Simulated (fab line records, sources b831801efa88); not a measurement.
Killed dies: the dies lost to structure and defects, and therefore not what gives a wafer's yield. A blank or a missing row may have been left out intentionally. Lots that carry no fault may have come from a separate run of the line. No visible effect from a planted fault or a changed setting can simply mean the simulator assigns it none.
Which tool is to blame? :: flow gf180mcu :: 14 lots, 42 wafers sampled, at 2 steps of a route of 602

WHAT EACH GAUGE READ, for each wafer
GF_M3_RS_MEAS_05: the measuring method here is four-point-probe. Usual: M3_ALCU_RS typically reads 0.0698 ohm/sq, with standard deviation 0.00092.
lot: L590
measured: day 20 09:59
on: film-metro-04
M3_ALCU_RS (ohm/sq): 0.0696 0.0703 0.0696
flag: 

lot: L591
measured: day 20 15:26
on: film-metro-01
M3_ALCU_RS (ohm/sq): 0.0701 0.0697 0.0705
flag: 

lot: L592
measured: day 21 01:04
on: film-metro-01
M3_ALCU_RS (ohm/sq): 0.0693 0.0694 0.0696
flag: 

lot: L593
measured: day 21 21:37
on: film-metro-03
M3_ALCU_RS (ohm/sq): 0.0698 0.0696 0.0698
flag: 

lot: L594
measured: day 22 08:20
on: film-metro-04
M3_ALCU_RS (ohm/sq): 0.0700 0.0701 0.0706
flag: 

lot: L603
measured: day 25 05:16
on: film-metro-04
M3_ALCU_RS (ohm/sq): 0.0689 0.0702 0.0707
flag: 

lot: L604
measured: day 25 11:37
on: film-metro-04
M3_ALCU_RS (ohm/sq): 0.0717 0.0722 0.0718
flag: 

lot: L605
measured: day 25 18:53
on: film-metro-01
M3_ALCU_RS (ohm/sq): 0.0681 0.0690 0.0687
flag: 

lot: L606
measured: day 26 03:49
on: film-metro-03
M3_ALCU_RS (ohm/sq): 0.0698 0.0704 0.0703
flag: 

lot: L608
measured: day 26 23:56
on: film-metro-04
M3_ALCU_RS (ohm/sq): 0.0711 0.0707 0.0704
flag: 

lot: L610
measured: day 27 05:26
on: film-metro-03
M3_ALCU_RS (ohm/sq): 0.0715 0.0717 0.0715
flag: 

lot: L611
measured: day 27 12:29
on: film-metro-01
M3_ALCU_RS (ohm/sq): 0.0706 0.0693 0.0709
flag: 

lot: L612
measured: day 27 17:23
on: film-metro-01
M3_ALCU_RS (ohm/sq): 0.0685 0.0688 0.0687
flag: 

lot: L613
measured: day 28 04:49
on: film-metro-01
M3_ALCU_RS (ohm/sq): 0.0708 0.0698 0.0696
flag: 

GF_V3_OVL_MEAS_15. Usual: V3_OVL typically reads -1 nm, with standard deviation 5.
lot: L590
measured: day 22 11:31
on: overlay-02
V3_OVL (nm): 0 -5 2
flag: 

lot: L591
measured: day 22 16:35
on: overlay-02
V3_OVL (nm): 1 -6 -4
flag: 

lot: L592
measured: day 23 02:02
on: overlay-01
V3_OVL (nm): 13 4 5
flag: 

lot: L593
measured: day 23 20:59
on: overlay-01
V3_OVL (nm): -6 3 -3
flag: 

lot: L594
measured: day 24 06:02
on: overlay-02
V3_OVL (nm): 2 -1 0
flag: 

lot: L603
measured: day 27 00:49
on: overlay-01
V3_OVL (nm): -5 -2 -4
flag: 

lot: L604
measured: day 27 06:16
on: overlay-02
V3_OVL (nm): -2 -15 -6
flag: 

lot: L605
measured: day 27 13:05
on: overlay-02
V3_OVL (nm): -5 2 -8
flag: 

lot: L606
measured: day 27 22:40
on: overlay-02
V3_OVL (nm): -1 1 -13
flag: 

lot: L608
measured: day 28 17:11
on: overlay-02
V3_OVL (nm): -6 -6 -4
flag: 

lot: L610
measured: day 28 21:46
on: overlay-01
V3_OVL (nm): -1 2 -2
flag: 

lot: L611
measured: day 29 04:53
on: overlay-02
V3_OVL (nm): -4 -4 -1
flag: 

lot: L612
measured: day 29 09:37
on: overlay-01
V3_OVL (nm): 7 14 8
flag: 

lot: L613
measured: day 29 20:05
on: overlay-01
V3_OVL (nm): -12 -9 -9
flag: 

WHICH TOOL RAN EACH LOT (tool, then ch and the chambers of the sampled wafers, then the start)
The record shows no process step preceding these readings.

WHAT THE TOOLS THEMSELVES READ (means of the sampled wafers that have a number; where no wafer has one, the mark that the record gives instead)
The record holds no such reading with a usual standard deviation.

THE ANSWER, worked out from the rows above alone
Rule: a lot is off if the mean of its wafers that have a number lies more than 3 standard deviations from the usual mean. A lot without any number at a reading at which 4 lots or more have one is off too. All remaining lots with rows at the step are treated as sound. After the gauges, taken in route order, come the tools' own readings; for these a lot's mean is taken, as printed above. The first step at which some lot is off is used, and at that step the reading that is off furthest; a lot without a number counts as furthest.
Nothing can be told from this: no lot is off at any reading shown.

WHAT WAS PUT IN BY THE SIMULATOR
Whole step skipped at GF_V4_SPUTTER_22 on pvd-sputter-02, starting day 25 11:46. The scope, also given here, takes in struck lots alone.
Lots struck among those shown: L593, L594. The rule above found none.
